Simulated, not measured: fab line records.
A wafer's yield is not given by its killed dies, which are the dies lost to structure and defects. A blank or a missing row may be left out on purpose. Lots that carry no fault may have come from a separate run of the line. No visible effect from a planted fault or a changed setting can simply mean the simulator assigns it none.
fab line records -- flow sky130
record lots=6, wafers=18, last-day=50
route steps=708 shown NWELL@75 PWDE@84 VT_ADJUST_HVTP@85 PAD_OPEN@708
lots that met no fault: from a run of the same line without faults
start-h: the number of hours between the record's first day and the start of the first shown wafer of the lot -- wait-h: time in hours since the lot's previous step -- " identical to the entry in the row above -- L1.1+2: a row that stands for several wafers -- - no value present, or no start provided -- * or withheld: withheld -- < > ~ a bound
route shown NAME@n: NAME is a module with steps in the file, n the number in the route of the first one -- usual: mean and standard deviation over wafers with no fault -- same: alike in all rows -- chamber/n: place in a boat -- sites: each site's reading -- _std_site: how widely they spread, as a standard deviation -- _edge_site: mean of outer sites minus mean of inner sites -- radius-mm: how far each site lies from the wafer's centre -- mask NAME#n: copy n -- behind: the last tool/chamber to shape the wafer -- hold: why the lot went on hold/how many hours it stayed there/how the hold came to an end -- device: the transistor (n, p or np) that didn't switch -- end of line: tests run on the same wafers once the route is complete -- where a step has no rows: the recipe by itself -- killed: at the first sort, the dies lost to defects and structure; wafer yield is something else -- map: a wafer's dies, x killed, . not, _ none there
set.NAME: the setting the step ran with; set.NAME@STEP: the setting that earlier step ran with -- model.NAME: the simulator's own value behind a step, which no gauge read
lots seen at some steps along the route; tables by step, rows by wafer
services: when a tool's chamber went out of use (start-h, in hours from the record's first day, below 0 if earlier), for how many hours, and the reason
## steps
# step SKY_NWELL_DEVELOP_22
# recipe wall-angle-deg=90, developer=TMAH, develop-time-s=60, dev-temp-c=23
# step SKY_NWELL_OVL_MEAS_23
# usual NWELL_01_OVL=0.5/1.3
lot.wafer,tool,chamber,start-h,wait-h,NWELL_01_OVL[nm]
L167.1,overlay-02,-,151.33,-,3.7
L167.4,overlay-02,-,151.33,-,2.0
L167.5,overlay-02,-,151.33,-,3.0
L168.1,overlay-01,-,157.53,-,0.5
L168.3,overlay-01,-,157.53,-,-0.3
L168.5,overlay-01,-,157.53,-,2.1
L173.1,overlay-02,-,189.94,-,0.7
L173.2,overlay-02,-,189.94,-,0.3
L173.3,overlay-02,-,189.94,-,1.1
L176.1,overlay-02,-,207.09,-,-1.2
L176.2,overlay-02,-,207.09,-,-2.1
L176.4,overlay-02,-,207.09,-,-0.4
L179.2,overlay-01,-,228.19,-,0.1
L179.4,overlay-01,-,228.19,-,2.7
L179.6,overlay-01,-,228.19,-,0.8
L180.2,overlay-01,-,233.99,-,0.5
L180.4,overlay-01,-,233.99,-,1.0
L180.5,overlay-01,-,233.99,-,-0.8
# step SKY_NWELL_IMPLANT_24
# recipe species=B, energy-kev=140, dose-cm2=9.2e+12, tilt-deg=withheld
# step SKY_NWELL_STRIP_25
# recipe chemistry=O2/N2, power-w=1400, pressure-mtorr=1500, platen-temp-c=withheld, o2-flow-sccm=3000, n2-flow-sccm=300, overash-fraction=0.5
# usual drypump-motor-current-A=5.6/0.36, oes-product-au=0.722/0.0044, strip-time-to-endpoint-s=36.93/0.13
lot.wafer,tool,chamber,start-h,wait-h,drypump-motor-current-A,oes-product-au,rf-hours-counter-h,strip-time-to-endpoint-s
L167.1,plasma-asher-01,1,151.52,0.1,5.6,0.717,34,36.76
L167.4,plasma-asher-01,1,151.52,0.1,5.5,0.715,-,36.65
L167.5,plasma-asher-01,1,151.52,0.1,5.6,0.720,-,36.71
L168.1,plasma-asher-01,1,157.72,0.1,5.5,0.717,35,36.88
L168.3,plasma-asher-01,0,157.72,0.1,5.3,0.724,-,36.97
L168.5,plasma-asher-01,1,157.72,0.1,5.5,0.721,-,36.92
L173.1,plasma-asher-04,0,190.12,0.1,5.8,0.716,7,37.09
L173.2,plasma-asher-04,1,190.12,0.1,6.1,0.719,7,37.05
L173.3,plasma-asher-04,1,190.12,0.1,6.1,0.716,-,37.04
L176.1,plasma-asher-01,1,207.27,0.1,5.6,0.719,39,36.96
L176.2,plasma-asher-01,0,207.27,0.1,5.3,0.717,39,37.02
L176.4,plasma-asher-01,0,207.27,0.1,5.3,0.724,-,36.92
L179.2,plasma-asher-02,0,228.37,0.1,5.9,0.724,53,36.82
L179.4,plasma-asher-02,1,228.37,0.1,5.1,0.720,-,36.78
L179.6,plasma-asher-02,1,228.37,0.1,5.1,0.723,-,36.92
L180.2,plasma-asher-04,0,234.17,0.1,5.8,0.732,12,36.81
L180.4,plasma-asher-04,1,234.17,0.1,6.2,0.723,-,36.78
L180.5,plasma-asher-04,1,234.17,0.1,6.2,0.725,-,36.79
# step SKY_NWELL_TW_MEAS_26
# usual NWELL_2_TW=496/3.1
lot.wafer,tool,chamber,start-h,wait-h,NWELL_2_TW
L167.1,film-metro-01,-,151.62,0.1,497
L167.4,film-metro-01,-,151.62,0.1,493
L167.5,film-metro-01,-,151.62,0.1,494
L168.1,film-metro-02,-,157.82,0.1,495
L168.3,film-metro-02,-,157.82,0.1,495
L168.5,film-metro-02,-,157.82,0.1,496
L173.1,film-metro-02,-,190.22,0.1,498
L173.2,film-metro-02,-,190.22,0.1,496
L173.3,film-metro-02,-,190.22,0.1,499
L176.1,film-metro-01,-,207.37,0.1,500
L176.2,film-metro-01,-,207.37,0.1,496
L176.4,film-metro-01,-,207.37,0.1,499
L179.2,film-metro-03,-,228.48,0.1,488
L179.4,film-metro-03,-,228.48,0.1,488
L179.6,film-metro-03,-,228.48,0.1,489
L180.2,film-metro-01,-,234.28,0.1,499
L180.4,film-metro-01,-,234.28,0.1,497
L180.5,film-metro-01,-,234.28,0.1,500
# step SKY_NWELL_CLEAN_27
# recipe chemistry=SC1/SC2, mix=1:4:20, temp-c=70, time-s=150, dry=n2-spin
# step SKY_NWELL_RTA_28
# recipe temp-c=1050, time-s=30, idle-temp-c=650, ramp-up-c-per-s=150, ramp-down-c-per-s=90, ambient=N2
# usual lamp-power-pct=25.31/0.06, wafer_temp_C_max=1054.8/0.95
lot.wafer,tool,chamber,start-h,wait-h,lamp-power-pct,wafer_temp_C_max
L167.1,rtp-anneal-01,0,151.73,0.0,25.30,1056.1
L167.4,rtp-anneal-01,0,151.73,0.0,25.22,1055.5
L167.5,rtp-anneal-01,0,151.73,0.0,25.36,1053.9
L168.1,rtp-anneal-02,0,157.93,0.0,25.35,1055.2
L168.3,rtp-anneal-02,0,157.93,0.0,25.26,1053.7
L168.5,rtp-anneal-02,0,157.93,0.0,25.29,1053.8
L173.1,rtp-anneal-01,0,190.34,0.0,25.29,1053.6
L173.2,rtp-anneal-01,0,190.34,0.0,25.36,1054.1
L173.3,rtp-anneal-01,0,190.34,0.0,25.37,1056.6
L176.1,rtp-anneal-02,0,207.54,0.0,25.32,1055.3
L176.2,rtp-anneal-02,0,207.54,0.0,25.20,1054.5
L176.4,rtp-anneal-02,0,207.54,0.0,25.32,1054.8
L179.2,rtp-anneal-02,0,228.60,0.0,25.41,1055.0
L179.4,rtp-anneal-02,0,228.60,0.0,25.24,1054.4
L179.6,rtp-anneal-02,0,228.60,0.0,25.23,1054.0
L180.2,rtp-anneal-02,0,234.41,0.0,25.29,1054.2
L180.4,rtp-anneal-02,0,234.41,0.0,25.35,1053.2
L180.5,rtp-anneal-02,0,234.41,0.0,25.34,1055.2
# step SKY_NWELL_RS_MEAS_29
# recipe thk-meas-gauge=four-point-probe
# usual NWELL_RS=625.3/1.5
lot.wafer,tool,chamber,start-h,wait-h,NWELL_RS[ohm/sq]
L167.1,film-metro-02,-,151.83,0.1,623.0
L167.4,film-metro-02,-,151.83,0.1,624.6
L167.5,film-metro-02,-,151.83,0.1,624.3
L168.1,film-metro-03,-,158.03,0.1,624.2
L168.3,film-metro-03,-,158.03,0.1,623.9
L168.5,film-metro-03,-,158.03,0.1,623.6
L173.1,film-metro-03,-,190.44,0.1,626.6
L173.2,film-metro-03,-,190.44,0.1,625.3
L173.3,film-metro-03,-,190.44,0.1,627.6
L176.1,film-metro-03,-,207.64,0.1,626.2
L176.2,film-metro-03,-,207.64,0.1,624.8
L176.4,film-metro-03,-,207.64,0.1,625.9
L179.2,film-metro-01,-,228.70,0.1,623.7
L179.4,film-metro-01,-,228.70,0.1,624.2
L179.6,film-metro-01,-,228.70,0.1,621.2
L180.2,film-metro-02,-,234.51,0.1,629.0
L180.4,film-metro-02,-,234.51,0.1,626.3
L180.5,film-metro-02,-,234.51,0.1,628.5
# step SKY_NWELL_RS_MEAS_31
# recipe thk-meas-gauge=four-point-probe
# usual PWDE_RS=5275/17
lot.wafer,tool,chamber,start-h,wait-h,PWDE_RS[ohm/sq]
L167.1,film-metro-02,-,152.07,0.1,5262
L167.4,film-metro-02,-,152.07,0.1,5264
L167.5,film-metro-02,-,152.07,0.1,5266
L168.1,film-metro-03,-,158.27,0.1,5271
L168.3,film-metro-03,-,158.27,0.1,5284
L168.5,film-metro-03,-,158.27,0.1,5261
L173.1,film-metro-03,-,190.68,0.1,5270
L173.2,film-metro-03,-,190.68,0.1,5241
L173.3,film-metro-03,-,190.68,0.1,5262
L176.1,film-metro-03,-,207.88,0.1,5304
L176.2,film-metro-03,-,207.88,0.1,5306
L176.4,film-metro-03,-,207.88,0.1,5291
L179.2,film-metro-01,-,228.94,0.1,5264
L179.4,film-metro-01,-,228.94,0.1,5267
L179.6,film-metro-01,-,228.94,0.1,5272
L180.2,film-metro-02,-,234.75,0.1,5285
L180.4,film-metro-02,-,234.75,0.1,5300
L180.5,film-metro-02,-,234.75,0.1,5291
# step SKY_VT_ADJUST_HVTP_DEHYDRATE_00
# recipe temp-c=200, time-s=60
# step SKY_VT_ADJUST_HVTP_HMDS_01
# recipe prime-time-s=60, prime-temp-c=120
# step SKY_VT_ADJUST_HVTP_COAT_02
# recipe resist=NOVOLAK, spin-rpm=3000, resist-thk-nm=1140
# usual spin-speed-rpm=3000.4/1.9
lot.wafer,tool,chamber,start-h,wait-h,spin-speed-rpm,model.NOVOLAK_of_VT_ADJUST_HVTP_COAT_02.thk-nm
L167.1,litho-track-02,0,161.62,0.1,3000.5,1146
L167.4,litho-track-02,0,161.62,0.1,3004.9,1147
L167.5,litho-track-02,0,161.62,0.1,3002.5,1144
L168.1,litho-track-04,0,168.09,0.1,2998.0,1144
L168.3,litho-track-04,0,168.09,0.1,2997.8,1146
L168.5,litho-track-04,0,168.09,0.1,2999.9,1141
L173.1,litho-track-04,0,201.29,0.1,3101.8,1120
L173.2,litho-track-04,0,201.29,0.1,3100.3,1117
L173.3,litho-track-04,0,201.29,0.1,3101.1,1122
L176.1,litho-track-04,0,218.79,0.1,3103.0,1122
L176.2,litho-track-04,0,218.79,0.1,3099.2,1122
L176.4,litho-track-04,0,218.79,0.1,3102.9,1119
L179.2,litho-track-02,0,239.20,0.1,3003.4,1139
L179.4,litho-track-02,0,239.20,0.1,3001.5,1138
L179.6,litho-track-02,0,239.20,0.1,2998.2,1140
L180.2,litho-track-01,0,246.13,0.1,3000.0,1140
L180.4,litho-track-01,0,246.13,0.1,2995.7,1138
L180.5,litho-track-01,0,246.13,0.1,3000.4,1137
# step SKY_VT_ADJUST_HVTP_SOFTBAKE_03
# recipe temp-c=90, time-s=60, resist=NOVOLAK
# step SKY_VT_ADJUST_HVTP_EXPOSE_04
# recipe mask-id=HVTPM, na=0.6, source-shape=conventional, sigma-outer=0.6, polarization=unpolarized, target-cd-nm=380, dose-mj=140
# step SKY_VT_ADJUST_HVTP_PEB_05
# recipe temp-c=withheld, time-s=*, resist=NOVOLAK
# step SKY_VT_ADJUST_HVTP_DEVELOP_06
# recipe resist=NOVOLAK, developer=TMAH, develop-time-s=60, dev-temp-c=23
lot.wafer,tool,chamber,start-h,wait-h,model.NOVOLAK_of_VT_ADJUST_HVTP_COAT_02.thk-nm
L167.1,litho-track-04,0,172.19,0.1,1145
L167.4,litho-track-04,0,172.19,0.1,1146
L167.5,litho-track-04,0,172.19,0.1,1143
L168.1,litho-track-02,0,178.42,0.1,1144
L168.3,litho-track-02,0,178.42,0.1,1146
L168.5,litho-track-02,0,178.42,0.1,1140
L173.1,litho-track-04,0,212.44,0.1,1120
L173.2,litho-track-04,0,212.44,0.1,1117
L173.3,litho-track-04,0,212.44,0.1,1122
L176.1+2,litho-track-04,0,229.84,0.1,1122
L176.4,litho-track-04,0,229.84,0.1,1119
L179.2,litho-track-01,0,251.03,0.1,1139
L179.4,litho-track-01,0,251.03,0.1,1137
L179.6,litho-track-01,0,251.03,0.1,1140
L180.2,litho-track-04,0,257.81,0.1,1139
L180.4,litho-track-04,0,257.81,0.1,1138
L180.5,litho-track-04,0,257.81,0.1,1136
# step SKY_VT_ADJUST_HVTP_CD_MEAS_07
# recipe target-cd-nm=380
# usual cd-nm=380.8/2.8
lot.wafer,tool,chamber,start-h,wait-h,cd-nm
L167.1,cd-sem-02,-,172.34,0.1,376.8
L167.4,cd-sem-02,-,172.34,0.1,375.2
L167.5,cd-sem-02,-,172.34,0.1,375.7
L168.1,cd-sem-02,-,178.57,0.1,377.4
L168.3,cd-sem-02,-,178.57,0.1,379.1
L168.5,cd-sem-02,-,178.57,0.1,378.0
L173.1,cd-sem-02,-,212.59,0.1,379.2
L173.2,cd-sem-02,-,212.59,0.1,380.0
L173.3,cd-sem-02,-,212.59,0.1,380.7
L176.1,cd-sem-02,-,229.99,0.1,377.9
L176.2,cd-sem-02,-,229.99,0.1,378.2
L176.4,cd-sem-02,-,229.99,0.1,376.7
L179.2,cd-sem-01,-,251.18,0.1,380.7
L179.4,cd-sem-01,-,251.18,0.1,382.2
L179.6,cd-sem-01,-,251.18,0.1,379.2
L180.2,cd-sem-02,-,257.96,0.1,379.7
L180.4,cd-sem-02,-,257.96,0.1,380.2
L180.5,cd-sem-02,-,257.96,0.1,385.7
# step SKY_VT_ADJUST_HVTP_OVL_MEAS_08
# usual VT_ADJUST_HVTP_OVL=-0.5/1.4
lot.wafer,tool,chamber,start-h,wait-h,VT_ADJUST_HVTP_OVL[nm]
L167.1,overlay-02,-,172.46,0.1,-1.6
L167.4,overlay-02,-,172.46,0.1,-2.2
L167.5,overlay-02,-,172.46,0.1,-1.2
L168.1,overlay-02,-,178.69,0.1,-0.8
L168.3,overlay-02,-,178.69,0.1,0.2
L168.5,overlay-02,-,178.69,0.1,-1.2
L173.1,overlay-02,-,212.71,0.1,-2.0
L173.2,overlay-02,-,212.71,0.1,-1.3
L173.3,overlay-02,-,212.71,0.1,-2.0
L176.1,overlay-01,-,230.11,0.1,-0.9
L176.2,overlay-01,-,230.11,0.1,-1.7
L176.4,overlay-01,-,230.11,0.1,-1.6
L179.2,overlay-02,-,251.28,0.1,-0.1
L179.4,overlay-02,-,251.28,0.1,-0.4
L179.6,overlay-02,-,251.28,0.1,-0.3
L180.2,overlay-02,-,258.06,0.1,-1.2
L180.4,overlay-02,-,258.06,0.1,-0.1
L180.5,overlay-02,-,258.06,0.1,-1.1
# step SKY_VT_ADJUST_HVTP_IMPLANT_09
# recipe species=As, energy-kev=150, dose-cm2=4.3e+12, tilt-deg=withheld
# step SKY_VT_ADJUST_HVTP_STRIP_10
# recipe chemistry=O2/N2, power-w=1400, pressure-mtorr=1500, platen-temp-c=withheld, o2-flow-sccm=3000, n2-flow-sccm=300, overash-fraction=0.5
# usual drypump-motor-current-A=5.69/0.3, oes-product-au=0.716/0.0051, strip-time-to-endpoint-s=14.19/0.034
lot.wafer,tool,chamber,start-h,wait-h,drypump-motor-current-A,oes-product-au,rf-hours-counter-h,strip-time-to-endpoint-s
L167.1,plasma-asher-04,1,172.64,0.1,6.23,0.714,5,14.24
L167.4,plasma-asher-04,1,172.64,0.1,6.16,0.715,-,14.25
L167.5,plasma-asher-04,0,172.64,0.1,5.77,0.717,-,14.23
L168.1,plasma-asher-03,0,178.88,0.1,5.72,0.716,48,14.20
L168.3,plasma-asher-03,0,178.88,0.1,5.73,0.722,-,14.25
L168.5,plasma-asher-03,1,178.88,0.1,5.50,0.715,-,14.20
L173.1,plasma-asher-04,0,212.89,0.1,5.79,0.720,10,13.94
L173.2,plasma-asher-04,1,212.89,0.1,6.21,0.718,10,13.89
L173.3,plasma-asher-04,1,212.89,0.1,6.16,0.722,-,13.97
L176.1,plasma-asher-01,1,230.29,0.1,5.52,0.718,42,13.95
L176.2,plasma-asher-01,0,230.29,0.1,5.31,0.706,42,13.97
L176.4,plasma-asher-01,0,230.29,0.1,5.29,0.713,-,13.94
L179.2,plasma-asher-04,0,251.46,0.1,5.79,0.716,13,14.16
L179.4,plasma-asher-04,0,251.46,0.1,5.80,0.718,-,14.14
L179.6,plasma-asher-04,0,251.46,0.1,5.81,0.714,-,14.18
L180.2,plasma-asher-04,1,258.24,0.1,6.19,0.719,14,14.17
L180.4,plasma-asher-04,0,258.24,0.1,5.80,0.718,-,14.15
L180.5,plasma-asher-04,0,258.24,0.1,5.76,0.706,-,14.15
# step SKY_VT_ADJUST_HVTP_TW_MEAS_11
# usual VT_ADJUST_HVTP_TW=1361/6.3
lot.wafer,tool,chamber,start-h,wait-h,VT_ADJUST_HVTP_TW
L167.1,film-metro-02,-,172.74,0.1,1354
L167.4,film-metro-02,-,172.74,0.1,1356
L167.5,film-metro-02,-,172.74,0.1,1362
L168.1,film-metro-04,-,178.98,0.1,1364
L168.3,film-metro-04,-,178.98,0.1,1367
L168.5,film-metro-04,-,178.98,0.1,1359
L173.1,film-metro-01,-,212.99,0.1,1361
L173.2,film-metro-01,-,212.99,0.1,1362
L173.3,film-metro-01,-,212.99,0.1,1361
L176.1,film-metro-04,-,230.39,0.1,1364
L176.2,film-metro-04,-,230.39,0.1,1363
L176.4,film-metro-04,-,230.39,0.1,1372
L179.2,film-metro-02,-,251.57,0.1,1359
L179.4,film-metro-02,-,251.57,0.1,1354
L179.6,film-metro-02,-,251.57,0.1,1357
L180.2,film-metro-02,-,258.35,0.1,1367
L180.4,film-metro-02,-,258.35,0.1,1359
L180.5,film-metro-02,-,258.35,0.1,1355
# step SKY_PAD_OPEN_PROBE_99
# usual killed_at_M0_to_M3=45/6.9, killed_at_M4_up=3.0/1.7, killed-at-contacts=25/5.6, killed-at-front-end=15/4.2, killed-at-other=0.3/0.55, killed-dies=89/9.6, killed-open=49/7.2, killed-short=39/6.5
# same gross-dies=492, killed-at-back-side=0
lot.wafer,tool,chamber,start-h,wait-h,killed_at_M0_to_M3,killed_at_M4_up,killed-at-contacts,killed-at-front-end,killed-at-other,killed-dies,killed-open,killed-short
L168.3,prober-02,-,1131.75,0.2,44,4,38,14,1,101,54,47
L173.1,prober-01,-,1158.69,0.1,45,3,29,11,2,90,50,40
L173.2,prober-01,-,1158.74,0.1,43,2,33,24,0,102,70,32
L173.3,prober-01,-,1158.79,0.2,42,2,21,21,0,86,47,39
# killed by level:class
L168.3 CONTACT:geometric-particle:open=12 LI_CONTACT:geometric-particle:open=10 LOCAL_INTERCONNECT:geometric-particle:short=10 VIA1:geometric-particle:open=8 VIA2:geometric-particle:open=7 VIA3:geometric-particle:open=7 VIA1:geometric-particle:short=6 POLY_GATE:geometric-particle:short=5
L173.1 CONTACT:geometric-particle:open=15 VIA1:geometric-particle:open=14 VIA1:geometric-particle:short=6 VIA2:geometric-particle:open=4 LI_CONTACT:geometric-particle:short=4 VIA2:geometric-particle:short=4 VIA3:geometric-particle:short=4 FIELD_ISO:geometric-particle:open=3
L173.2 CONTACT:geometric-particle:open=17 VIA1:geometric-particle:open=12 LI_CONTACT:geometric-particle:open=9 POLY_GATE:geometric-particle:open=8 VIA3:geometric-particle:open=7 POLY_GATE:geometric-particle:short=5 CONTACT:geometric-particle:short=5 FIELD_ISO:geometric-particle:open=4
L173.3 CONTACT:geometric-particle:open=10 VIA3:geometric-particle:open=6 METAL2:geometric-particle:open=5 VIA1:geometric-particle:open=5 POLY_GATE:geometric-particle:open=4 POLY_CUT:geometric-particle:short=4 LOCAL_INTERCONNECT:geometric-particle:short=4 CONTACT:geometric-particle:short=4
## services
tool,chamber,start-h,hours,kind
plasma-asher-01,-,143.46,2.8,pm
plasma-asher-03,-,175.67,2.1,repair
## key
first-sign step=SKY_VT_ADJUST_HVTP_COAT_02, reading=spin-speed-rpm, direction=up, sigmas=54, usual=3000.4, struck=3101.4
effect step=SKY_VT_ADJUST_HVTP_STRIP_10, reading=strip-time-to-endpoint-s, direction=down, sigmas=7.4, usual=*, struck=*
model-effect step=SKY_VT_ADJUST_HVTP_COAT_02, value=NOVOLAK_of_VT_ADJUST_HVTP_COAT_02.thk-nm, without=1139, struck=1120
model-effect step=SKY_VT_ADJUST_HVTP_DEVELOP_06, value=NOVOLAK_of_VT_ADJUST_HVTP_COAT_02.thk-nm, without=1139, struck=1120
met-at SKY_VT_ADJUST_HVTP_COAT_02
struck-wafers L173.1,L173.2,L173.3,L176.1,L176.2,L176.4
tester-left-out L173,L176
onset-between 168.09 201.29
fault kind=process-parameter-drift, tool=litho-track-04, chamber=-, onset-h=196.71, steps=SKY_VT_ADJUST_HVTP_COAT_02, channel=spin-rpm, offset=101.03, shape=step, end-h=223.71, acts-in=these-recipes-only, stated=3000
# tester-left-out: of these lots the tester's yield and bins aren't shown, on N5 and GAA mostly nor the transistor test; their killed dies are dies lost to structure and defects alone, not to doping, threshold or leakage, so they don't give the yield
